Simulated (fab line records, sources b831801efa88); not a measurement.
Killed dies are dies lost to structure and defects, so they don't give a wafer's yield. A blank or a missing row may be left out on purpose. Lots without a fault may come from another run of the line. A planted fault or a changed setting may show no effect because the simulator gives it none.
A struck lot beside a sound one | flow gf180mcu | 14 steps out of a route of 602
Sound: wafers L283.1, L283.3, L283.5. Struck: wafers L296.1, L296.2, L296.6. The cause comes at the end.
At each step with rows: each side's tool, then ch and its chambers, then its first start. Under that, the readings that differ: sound wafers | struck wafers | difference of the means | sigmas: that difference in standard deviations of wafers without a fault.
alike: readings whose means differ by less than 2 such deviations, and words and numbers that are the same on both sides. not compared: withheld readings, readings that some wafer has no value for, bounds like >300 that may hide the same value, and numbers for which the record gives no deviation and whose values overlap.
The two part at a step that has a row with sigmas, a row that says differs or no value, or rows on one side only. Numbers that don't overlap but have no deviation are shown without sigmas and don't part them. A reading that every wafer of one side lacks parts them only if that side has two wafers or more.

GF_CONTACT_CMP_27: polishes, stops on SiO2, t overpolish 15 s, target thk 0 nm.
  sound on cmp-02 ch 0,1,2, day 16 05:25; struck on cmp-02 ch 0,1,3, day 20 20:29
  reading            | sound             | struck            | difference | sigmas
  slurry_flow_ml_min | 150.0 150.5 150.7 | 149.7 148.9 149.5 | -1.0       | -2
  alike: motor_current_A, overpolish_run_s, time_to_endpoint_s
GF_M1_SPUTTER_00: material Ti, target thk 37.5 nm, time 150 s.
  sound on pvd_sputter-02, day 16 05:37; struck on pvd_sputter-02, day 20 20:47
  alike: throttle_valve_pct
GF_M1_SPUTTER_01: material TiN, target thk 30 nm, time 25 s.
  sound on pvd_sputter-02, day 16 05:43; struck on pvd_sputter-02, day 20 20:53
  alike: throttle_valve_pct
then, 1 step without rows for these wafers: GF_M1_SPUTTER_02 (material AlCu, target thk 450 nm, time 23.9 s).
GF_M1_SPUTTER_03: material Ti, target thk 10 nm, time 6.7 s.
  sound on pvd_sputter-02, day 16 05:47; struck on pvd_sputter-02, day 20 20:57
  alike: throttle_valve_pct
GF_M1_SPUTTER_04: material TiN, target thk 50 nm, time 41.7 s.
  sound on pvd_sputter-02, day 16 05:48; struck on pvd_sputter-02, day 20 20:58
  alike: throttle_valve_pct
GF_M1_RS_MEAS_05: measures by four-point-probe.
  sound on film_metro-02, day 16 05:50; struck on film_metro-02, day 20 21:01
  alike: M1_ALCU_RS
GF_M1_THK_MEAS_06: measures by xrf.
  sound on film_metro-02, day 16 05:58; struck on film_metro-02, day 20 21:08
  alike: M1_ALCU_THK
then, 4 steps without rows for these wafers: GF_M1_DEHYDRATE_07 (time 60 s); GF_M1_HMDS_08 (prime time 60 s); GF_M1_COAT_09 (resist thk 1000 nm); GF_M1_SOFTBAKE_10 (time 60 s).
GF_M1_EXPOSE_11: exposes mask Metal1, target cd 230 nm.
  sound on krf_scanner-01 ch 0, day 16 17:34; struck on krf_scanner-02, day 21 09:16
  no value came back on the struck wafers for exposure_dose_mJ_cm2, focus_offset_nm (nm), stage_vel_mm_s (mm/s); on the sound wafers exposure_dose_mJ_cm2 reads 28.061 27.954 28.009
  alike: mask
then, 1 step without rows for these wafers: GF_M1_PEB_12 (peb time 90 s).

WHERE THEY PART
First at GF_CONTACT_CMP_27; last, within this record, at GF_M1_EXPOSE_11.

WHY: what the simulator had put in
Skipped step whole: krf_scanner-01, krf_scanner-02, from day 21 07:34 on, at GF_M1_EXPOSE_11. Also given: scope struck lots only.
